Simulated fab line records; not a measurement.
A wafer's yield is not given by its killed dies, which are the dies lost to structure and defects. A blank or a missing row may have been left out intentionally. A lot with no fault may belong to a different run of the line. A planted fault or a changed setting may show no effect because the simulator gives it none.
Which tool did it? ; flow sky130 ; 11 lots with 33 wafers sampled at 3 steps, on a route of 708 steps

== WHAT EACH GAUGE READ, for each wafer ==
SKY_METAL1_CD_MEAS_15: the cd target is 140 nm.
lot;measured;on;cdNm (nm)
L838;day 32 12:29;cdSem-01;139.8 140.2 141.0
L839;day 33 08:05;cdSem-01;137.6 137.5 137.4
L840;day 33 15:37;cdSem-01;138.8 139.2 140.6
L841;day 33 22:50;cdSem-02;139.7 140.8 140.3
L844;day 34 21:42;cdSem-02;143.1 143.3 142.7
L847;day 36 00:00;cdSem-02;140.9 141.6 140.3
L850;day 36 16:26;cdSem-02;140.6 140.3 139.1
L855;day 39 15:50;cdSem-01;138.8 139.9 140.8
L857;day 39 17:08;cdSem-02;140.7 140.8 140.7
L860;day 39 18:20;cdSem-02;140.1 139.7 140.0
L859;day 39 21:26;cdSem-02;138.0 140.2 139.8

SKY_VIA1_OVL_MEAS_13.
lot;measured;on;VIA1_OVL (nm)
L838;day 33 17:14;overlay-01;4 -9 -3
L839;day 34 12:29;overlay-01;-4 2 -4
L840;day 34 20:25;overlay-02;4 -2 10
L841;day 35 02:56;overlay-02;2 4 3
L844;day 36 02:01;overlay-02;8 3 11
L847;day 37 03:44;overlay-02;1 -3 4
L850;day 37 20:20;overlay-02;-4 -7 -12
L855;day 40 18:17;overlay-01;0 2 -8
L857;day 40 19:14;overlay-01;-7 1 0
L860;day 40 20:30;overlay-01;-4 0 -1
L859;day 40 23:35;overlay-02;-6 2 1

== EACH LOT AND THE TOOL THAT RAN IT (in order: tool; ch and the chambers of the sampled wafers; start) ==
lot;SKY_CONTACT_CMP_04
L838;cmp-01 ch 0,3, day 30 05:22
L839;cmp-01 ch 1,2,3, day 30 23:19
L840;cmp-02 ch 0,2,3, day 31 07:31
L841;cmp-02 ch 0,2,3, day 31 14:02
L844;cmp-02 ch 0,2,3, day 32 14:50
L847;cmp-02 ch 2,3, day 33 16:30
L850;cmp-02 ch 1,2,3, day 34 08:47
L855;cmp-02 ch 0,1, day 37 10:11
L857;cmp-01 ch 1,2,3, day 37 12:01
L860;cmp-02 ch 0,1,2, day 37 13:49
L859;cmp-01 ch 0,1,3, day 37 17:19
- SKY_CONTACT_CMP_04: polishes SiO2.

== WHAT THE TOOLS THEMSELVES READ (means of the sampled wafers that have a number; where no wafer has one, the mark that the record gives instead) ==
SKY_CONTACT_CMP_04.
lot;tool;motorCurrentA (A);timeToEndpointS (s)
L838;cmp-01;11.8;83
L839;cmp-01;11.7;82
L840;cmp-02;13.7;85
L841;cmp-02;13.4;81
L844;cmp-02;12.9;82
L847;cmp-02;13.9;80
L850;cmp-02;13.5;85
L855;cmp-02;12.7;83
L857;cmp-01;11.7;79
L860;cmp-02;13.4;89
L859;cmp-01;11.8;85

== THE ANSWER, worked out from the rows above alone ==
Rule: what is usual is taken from the lots themselves. The widest of any qualifying gaps counts: lots, ordered by their means at a reading, are off when they make up no more than a third of the lots, leave a main group of 4 or more, and stand apart from it by 3 or more times the standard deviation of that group's means. The tables above print the reading to a certain number of digits; a main group whose means all agree to those digits is not used. Also off: a lot with no number at a reading for which 4 or more lots have one. Where the step has rows for the other lots, those lots are counted as sound. After the gauges, taken in route order, come the tools' own readings; for these a lot's mean is taken, as printed above. At the first step where some lot is off, the reading lying furthest off is the one used; lots without a number count as furthest.
Nothing can be told from this: no lot is off at any reading shown.

== WHAT THE SIMULATOR HAD PUT IN ==
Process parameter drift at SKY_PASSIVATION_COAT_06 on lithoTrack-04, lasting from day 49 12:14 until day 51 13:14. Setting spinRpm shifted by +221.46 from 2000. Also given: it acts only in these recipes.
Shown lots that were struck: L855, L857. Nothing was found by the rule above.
